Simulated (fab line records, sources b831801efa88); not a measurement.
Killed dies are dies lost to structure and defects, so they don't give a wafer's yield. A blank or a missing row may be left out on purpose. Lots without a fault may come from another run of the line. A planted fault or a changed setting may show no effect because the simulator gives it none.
A struck lot beside a sound one | flow sky130 | 37 steps out of a route of 708
Sound: wafers L982.2, L982.3, L982.6. Struck: wafers L973.1, L973.3, L973.6. The cause comes at the end.
At each step with rows: each side's tool, then ch and its chambers, then its first start. Under that, the readings that differ: sound wafers | struck wafers | difference of the means | sigmas: that difference in standard deviations of wafers without a fault.
alike: readings whose means differ by less than 2 such deviations, and words and numbers that are the same on both sides. not compared: withheld readings, readings that some wafer has no value for, bounds like >300 that may hide the same value, and numbers for which the record gives no deviation and whose values overlap.
The two part at a step that has a row with sigmas, a row that says differs or no value, or rows on one side only. Numbers that don't overlap but have no deviation are shown without sigmas and don't part them. A reading that every wafer of one side lacks parts them only if that side has two wafers or more.

first, 10 steps without rows for these wafers: SKY_LDD_LDN_SOFTBAKE_03 (time 60 s); SKY_LDD_LDN_EXPOSE_04 (exposes mask LDNTM, target cd 700 nm); SKY_LDD_LDN_PEB_05; SKY_LDD_LDN_DEVELOP_06 (develop time 60 s); SKY_LDD_LDN_IMPLANT_08; SKY_LDD_LDN_IMPLANT_09; SKY_LDD_LDN_IMPLANT_10; SKY_LDD_LDN_IMPLANT_11; SKY_LDD_LDN_STRIP_12 (strips in O2/N2); SKY_LDD_LDN_CLEAN_14 (cleans in SC1/SC2, time 150 s).
SKY_SPACER_CVD_00: deposits Si3N4 from DCS/NH3, target thk 43.1 nm, time 740 s.
  sound on lpcvd-02 ch 1, day 30 05:29; struck on lpcvd-02 ch 1, day 27 05:18
  reading                                  | sound             | struck            | difference | sigmas
  spike_tc_centre_C (C)                    | 773.1 773.5 772.9 | 768.1 770.2 766.9 | -4.8       | -2
  spike_tc_lower_C (C)                     | 768.6 772.8 771.1 | 765.9 765.9 768.9 | -3.9       | -4
  spike_tc_upper_C (C)                     | 767.9 768.3 769.0 | 765.0 763.9 764.9 | -3.8       | -3
  susceptor_temp_C (C)                     | 770.0 770.5 769.5 | 765.3 766.0 765.3 | -4.5       | -13
  model.Si3N4_of_SPACER_CVD_00.thk_nm (nm) | 42.94 43.21 42.99 | 39.29 39.29 39.52 | -3.68      |
  alike: pressure_mtorr
SKY_SPACER_THK_MEAS_01:
  sound on film_metro-02, day 30 06:43; struck on film_metro-03, day 27 06:30
  reading                | sound          | struck         | difference | sigmas
  SPACER_CVD_00_THK (nm) | 43.0 43.2 43.0 | 39.3 39.2 39.5 | -3.7       | -9
SKY_SPACER_ETCHBACK_02: etches Si3N4 in CH3F/O2, stops on SiO2, time 46.7 s, target depth 45 nm.
  sound on rie_diel-04 ch 1,2,3, day 30 06:46; struck on rie_diel-03 ch 1,2, day 27 06:34
  reading                  | sound             | struck            | difference | sigmas
  oes_product_au (a.u.)    | 0.853 0.864 0.853 | 0.816 0.803 0.816 | -0.045     | -7
  model.etch.depth_nm (nm) | 42.94 43.21 42.99 | 39.29 39.29 39.52 | -3.68      |
  alike: O2_flow_sccm, bias_w, drypump_motor_current_A, throttle_valve_pct
  not compared: rf_hours_counter_h
then, 22 steps without rows for these wafers: SKY_POLY_CUT_DEHYDRATE_00 (time 60 s); SKY_POLY_CUT_HMDS_01 (prime time 60 s); SKY_POLY_CUT_COAT_02 (resist thk 60 nm); SKY_POLY_CUT_COAT_03 (resist thk 450 nm); SKY_POLY_CUT_SOFTBAKE_04 (time 90 s); SKY_POLY_CUT_EXPOSE_05 (exposes mask NPCM, target cd 270 nm); SKY_POLY_CUT_PEB_06; SKY_POLY_CUT_DEVELOP_07 (develop time 60 s); SKY_POLY_CUT_ETCH_10 (etches BARC in N2/H2, stops on SiO2, time 45.9 s, target depth 60 nm); SKY_POLY_CUT_ETCH_11 (etches Si3N4 in CF4/CH2F2/Ar, stops on poly-Si, time 42.5 s, target depth 60 nm); SKY_POLY_CUT_STRIP_12 (strips in O2/N2); SKY_SD_P_DEHYDRATE_00 (time 60 s); SKY_SD_P_HMDS_01 (prime time 60 s); SKY_SD_P_COAT_02 (resist thk 1140 nm); SKY_SD_P_SOFTBAKE_03 (time 60 s); SKY_SD_P_EXPOSE_04 (exposes mask PSDM, target cd 380 nm); SKY_SD_P_PEB_05; SKY_SD_P_DEVELOP_06 (develop time 60 s); SKY_SD_P_IMPLANT_09; SKY_SD_P_STRIP_10 (strips in O2/N2); SKY_RES_XHIGH_DEHYDRATE_00 (time 60 s); SKY_RES_XHIGH_HMDS_01 (prime time 60 s).
-- the record jumps here: 5 days lie between the struck wafers' starts before and after (it left off in module RES_XHIGH and takes up again in module SALICIDE, whose first step shown is number 361 of the route) --
SKY_SALICIDE_CLEAN_00: cleans in HF-last, time 30 s.
  sound on wet_bench-04 ch 3, day 34 19:48; struck on wet_bench-04 ch 3, day 32 01:44
  reading                                  | sound             | struck            | difference | sigmas
  model.Si3N4_of_SPACER_CVD_00.thk_nm (nm) | 41.95 42.23 42.01 | 38.29 38.29 38.53 | -3.69      |
-- the record jumps here: 17 days lie between the struck wafers' starts before and after (it left off in module SALICIDE and takes up again in module PAD_OPEN, whose first step shown is number 708 of the route) --
SKY_PAD_OPEN_PROBE_99:
  sound on prober-02, day 50 13:58; struck on prober-01, day 48 18:43
  reading                                 | sound             | struck            | difference | sigmas
  killed_at_contacts                      | 29 30 31          | 16 27 14          | -11        | -2
  model.etest.sonos_uncharged.r_on_ohm_um | 821.4 829.1 816.8 | 795.8 784.5 792.1 | -31.6      |
  alike: killed_at_M0_to_M3, killed_at_M4_up, killed_at_front_end, killed_at_other, killed_dies, killed_open, killed_short
  not compared: model.etest.pfet_01v8.r_on_ohm_um, model.etest.pfet_01v8.drive_ua_um, model.etest.pfet_01v8_hvt.drive_ua_um, model.etest.pfet_01v8.off_log10_a_um, model.etest.pfet_01v8_hvt.off_log10_a_um

WHERE THEY PART
First at SKY_SPACER_CVD_00; last, within this record, at SKY_PAD_OPEN_PROBE_99.

WHY: what the simulator had put in
Process parameter drift: lpcvd-02, from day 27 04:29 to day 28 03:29, at SKY_SPACER_CVD_00. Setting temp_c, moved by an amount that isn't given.
